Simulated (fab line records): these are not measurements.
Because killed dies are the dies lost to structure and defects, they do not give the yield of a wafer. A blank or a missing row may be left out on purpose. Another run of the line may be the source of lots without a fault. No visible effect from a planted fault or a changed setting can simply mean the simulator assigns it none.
Chamber matching    flow gf180mcu    4 sister chambers for GF_V1_CMP_26 on cmp-02
The step polishes, stops on SiO2, t overpolish 15 s, target thk 0 nm. 7 wafers are shown with their chamber, then 11 later ones without.

WAFERS PAIRED WITH THEIR CHAMBERS
wafer   chamber  motorCurrentA (A)  timeToEndpointS (s)
L079.1  3        11.2               83
L084.4  0        11.8               85
L084.6  2        9.3                85
L086.1  1        12.2               79
L086.3  2        9.1                83
L086.5  0        11.1               83
L091.1  1        12.1               85

WAFERS MISSING THEIR CHAMBER
wafer   motorCurrentA (A)  timeToEndpointS (s)
L091.2  11.3               87
L091.6  12.7               82
L094.1  11.1               85
L094.5  10.7               88
L094.6  11.0               86
L096.3  9.3                83
L096.4  10.7               85
L096.6  11.1               83
L097.2  10.9               87
L097.3  9.2                87
L097.6  11.3               86

EACH ONE'S CHAMBER
wafer   from the rows above      in truth
L091.2  can't be placed: 0 or 3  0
L091.6  1                        1
L094.1  can't be placed: 3 or 0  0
L094.5  can't be placed: 3 or 0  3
L094.6  can't be placed: 3 or 0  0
L096.3  2                        2
L096.4  can't be placed: 3 or 0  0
L096.6  can't be placed: 3 or 0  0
L097.2  can't be placed: 3 or 0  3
L097.3  2                        2
L097.6  can't be placed: 0 or 3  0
Correctly placed: 3 of 11. From these rows, 8 cannot be placed; in 8 the true chamber is one of the candidates. Placed wrongly: 0.
How it was worked out, from the rows above alone: a wafer's distance from a chamber is the root of the sum, over the readings, of the square of ((its reading less the chamber's mean) divided by the reading's scatter). The wafer belongs to the nearest chamber; if the next one is less than 2 further off, it can't be placed. For every chamber, the mean is computed from those of its wafers that are shown. The scatter: take each reading less its chamber's mean, square it, sum over the shown wafers, divide by the number of wafers less the number of chambers, and take the root.
